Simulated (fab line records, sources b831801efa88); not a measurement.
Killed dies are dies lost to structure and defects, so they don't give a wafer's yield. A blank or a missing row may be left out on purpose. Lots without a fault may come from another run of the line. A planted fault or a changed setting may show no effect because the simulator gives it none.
Chamber matching | flow gf180mcu | GF_MIM_CVD_05 on pecvd-01: 3 sister chambers
The step deposits Si3N4, target thk 42 nm, time 29.086 s. 6 wafers are shown with their chamber, then 9 later ones without.

WAFERS WITH THEIR CHAMBER
wafer  | chamber | heater_power_w (W) | temp_max_c (C)
L083.6 | 0       | 531                | 400.25
L085.4 | 2       | 828                | 400.33
L085.6 | 0       | 592                | 400.14
L088.1 | 2       | 893                | 400.32
L088.3 | 1       | 776                | 399.90
L088.4 | 1       | 747                | 399.70

WAFERS WITHOUT THEIR CHAMBER
wafer  | heater_power_w (W) | temp_max_c (C)
L089.2 | 724                | 400.13
L089.4 | 625                | 399.95
L089.5 | 722                | 400.08
L094.1 | 673                | 399.88
L094.4 | 577                | 399.99
L094.5 | 663                | 399.96
L097.1 | 739                | 399.76
L097.4 | 583                | 399.68
L097.5 | 841                | 399.86

WHICH CHAMBER EACH WENT THROUGH
wafer  | from the rows above          | in truth
L089.2 | can't be placed: 1 or 2 or 0 | 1
L089.4 | can't be placed: 0 or 1      | 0
L089.5 | can't be placed: 1 or 0 or 2 | 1
L094.1 | can't be placed: 1 or 0      | 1
L094.4 | 0                            | 0
L094.5 | can't be placed: 1 or 0      | 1
L097.1 | 1                            | 1
L097.4 | can't be placed: 1 or 0      | 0
L097.5 | 1                            | 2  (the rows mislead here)
Placed correctly: 2 of 9. Can't be placed from these rows: 6 (the true chamber is among the candidates in 6). Placed wrongly: 1.
How it was worked out, from the rows above alone: a wafer's distance from a chamber is the root of the sum, over the readings, of the square of ((its reading less the chamber's mean) divided by the reading's scatter). The wafer belongs to the nearest chamber; if the next one is less than 2 further off, it can't be placed. A chamber's mean is the mean of its shown wafers. The scatter: the root of (the sum of the squares of (reading less its chamber's mean) over the shown wafers, divided by (wafers less chambers)).
